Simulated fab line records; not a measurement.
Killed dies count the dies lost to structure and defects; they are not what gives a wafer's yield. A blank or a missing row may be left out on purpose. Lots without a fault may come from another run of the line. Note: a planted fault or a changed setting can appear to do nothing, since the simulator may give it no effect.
Problem report in the 8D (eight disciplines) form, filled by code    flow gf180mcu    the parts of the form that need people (team, actions taken, sign-off) are left out

== 1. WHAT WENT WRONG ==
Across 6 wafers from 2 lots, NSD_RS at GF_PSD_RS_MEAS_14 averages 44.01 ohm/sq, while fault-free wafers read 46.15 ohm/sq with a standard deviation of 0.11. That puts it -19 standard deviations away from the usual mean.
The step: measures by four-point-probe.
Seen first at day 17 06:28 on film metro-03, wafer L220.4. The record holds 36 wafers of 12 lots with a number at this step. By rule, "out" or "out of limits" means more than 4 standard deviations away from the usual mean. Any other wafer with a number is counted as sound.

== 2. WHAT THIS IS AND IS NOT ==
question                     is                            is not
which readings at this step  NSD_RS                        -
which lots                   L220, L224                    L213, L215, L216, L217, L218, L219, L223, L230, L232, L234
which wafers of those lots   all that have a number        -
read on which gauges         film metro-03, film metro-04  film metro-02
when                         from day 17 06:28             up to then (18 sound wafers); but 12 sound wafers of L223, L230, L232, L234 came after

== 3. SUSPECTS, AND WHAT RULES EACH OUT ==
Counting: any tool at a process step up to the reading is kept as a suspect provided that every lot that is out went through it and no sound lot did after the first of them.
- the gauge at GF_PSD_RS_MEAS_14 has been ruled out. 2 gauges (film metro-03, film metro-04) read the wafers that are out.
- implanter-03 at GF_NSD_IMPLANT_10: ruled out as a lasting fault. After its first lot that is out, L220 (day 16 07:17), sound lots L230, L232 ran on it.
- plasma asher-02 at GF_NSD_STRIP_11 (strips in O2/N2): ruled out as a lasting fault. After its first lot that is out, L220 (day 16 07:23), sound lots L223 ran on it.
Left after counting: nothing in the record.

== 4. THE CAUSE (what the simulator had put in) ==
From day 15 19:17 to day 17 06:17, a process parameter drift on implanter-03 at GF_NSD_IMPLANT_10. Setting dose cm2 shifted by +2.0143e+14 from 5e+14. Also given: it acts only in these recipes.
Counting ruled it out, wrongly: the rule takes a fault to strike every lot that its tool runs from its start on, and this one did not.

== 5. SEQUENCE OF EFFECTS, ordered by route ==
Rows list readings where the struck wafers' mean (over those with a number) sits beyond 3 standard deviations from the usual. Only readings whose record carries a usual standard deviation are examined. hours: median over the lots of the time between each lot's start at the first step of this table that gives one and its start at this step. sigmas: the change, counted in usual standard deviations.
hours  step               reading                    usual         on struck wafers  change    sigmas
0      GF_NSD_IMPLANT_10  dose ions cm2              5e+14         7e+14             +2e+14    +99 or more
0      GF_NSD_IMPLANT_10  end station pressure torr  7.2e-06 Torr  8.3e-06           +1.1e-06  +3.1
0      GF_NSD_IMPLANT_10  faraday current uA         2779          3972              +1194     +21
0      GF_NSD_STRIP_11    strip time to endpoint s   22.96 s       23.15             +0.19     +4.8
24     GF_PSD_RS_MEAS_14  NSD_RS                     46.15 ohm/sq  44.01             -2.14     -19
Process steps it contains:
- GF_NSD_IMPLANT_10
- GF_NSD_STRIP_11: strips in O2/N2.

== 6. WHAT WOULD HAVE CAUGHT IT SOONER ==
35 hours passed between the start of the fault at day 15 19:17 and the first reading out of limits at a measuring or inspecting step in this record, taken at day 17 06:28.
At GF_NSD_IMPLANT_10, the tool's own readings (dose ions cm2, faraday current uA) were out on each struck wafer the step has a row for, so an alarm limit on them would have fired on the first such wafer.
